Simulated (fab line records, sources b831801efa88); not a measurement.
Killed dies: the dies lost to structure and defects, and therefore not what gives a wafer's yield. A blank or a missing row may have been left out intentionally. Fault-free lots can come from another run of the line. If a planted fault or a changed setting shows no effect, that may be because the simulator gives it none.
Chamber matching -- flow sky130 -- SKY_VIA4_ETCH_12 on rieDiel-01: 4 sister chambers
The step etches SiO2 in C4F8/O2/Ar, stops on TiN, target depth 580 nm. 20 wafers are shown with their chamber, then 10 later ones without.

== WAFERS PAIRED WITH THEIR CHAMBERS ==
wafer,chamber,rfFwdPowerW (W),oesProductAu (a.u.)
L530.3,1,1498,0.925
L530.4,0,1489,0.928
L530.5,3,1496,0.928
L534.3,1,1496,0.912
L534.4,1,1491,0.927
L534.6,2,1480,0.930
L535.1,1,1494,0.930
L535.2,0,1490,0.924
L535.6,2,1490,0.928
L537.1,0,1491,0.920
L537.5,3,1494,0.920
L537.6,1,1502,0.930
L544.1,2,1490,0.931
L544.3,3,1498,0.927
L544.5,3,1490,0.925
L546.3,0,1489,0.931
L546.5,2,1489,0.926
L546.6,0,1493,0.929
L545.1,0,1488,0.925
L545.3,2,1490,0.925

SIGNATURES (averages over the wafers above)
reading,chamber 0,chamber 1,chamber 2,chamber 3,scatter within a chamber
rfFwdPowerW,1490.00,1496.20,1487.80,1494.50,3.51
oesProductAu,0.92617,0.92480,0.92800,0.92500,0.00478
Rule: a wafer lies at a distance from a chamber equal to the root of the sum of squares, over the readings, of (its reading less the chamber's mean, divided by the reading's scatter). If the next closest chamber is less than 2 further off than the closest, the wafer can't be placed; otherwise it belongs to the closest. How the scatter is found: for the shown wafers, subtract from each reading the mean of its chamber, square and add these, divide the total by (wafers less chambers), then take the root.

== WAFERS MISSING THEIR CHAMBER ==
wafer,rfFwdPowerW (W),oesProductAu (a.u.)
L545.5,1488,0.931
L548.3,1491,0.928
L548.4,1485,0.928
L548.5,1497,0.932
L547.2,1484,0.925
L547.4,1488,0.921
L547.6,1493,0.919
L549.1,1491,0.926
L549.4,1483,0.928
L549.5,1497,0.926

== EACH ONE'S CHAMBER ==
wafer,from the rows above,in truth
L545.5,can't be placed: 2 or 0 or 3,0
L548.3,can't be placed: 0 or 2 or 3 or 1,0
L548.4,can't be placed: 2 or 0 or 3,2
L548.5,can't be placed: 1 or 3 or 0 or 2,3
L547.2,can't be placed: 2 or 0 or 3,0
L547.4,can't be placed: 0 or 2 or 3 or 1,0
L547.6,can't be placed: 3 or 1 or 0 or 2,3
L549.1,can't be placed: 0 or 2 or 3 or 1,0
L549.4,can't be placed: 2 or 0 or 3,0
L549.5,can't be placed: 1 or 3 or 0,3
Correct placement for 0 of the 10. Cannot be placed on the basis of these rows: 10; the candidates contain the true chamber in 10. Wrongly placed: 0.
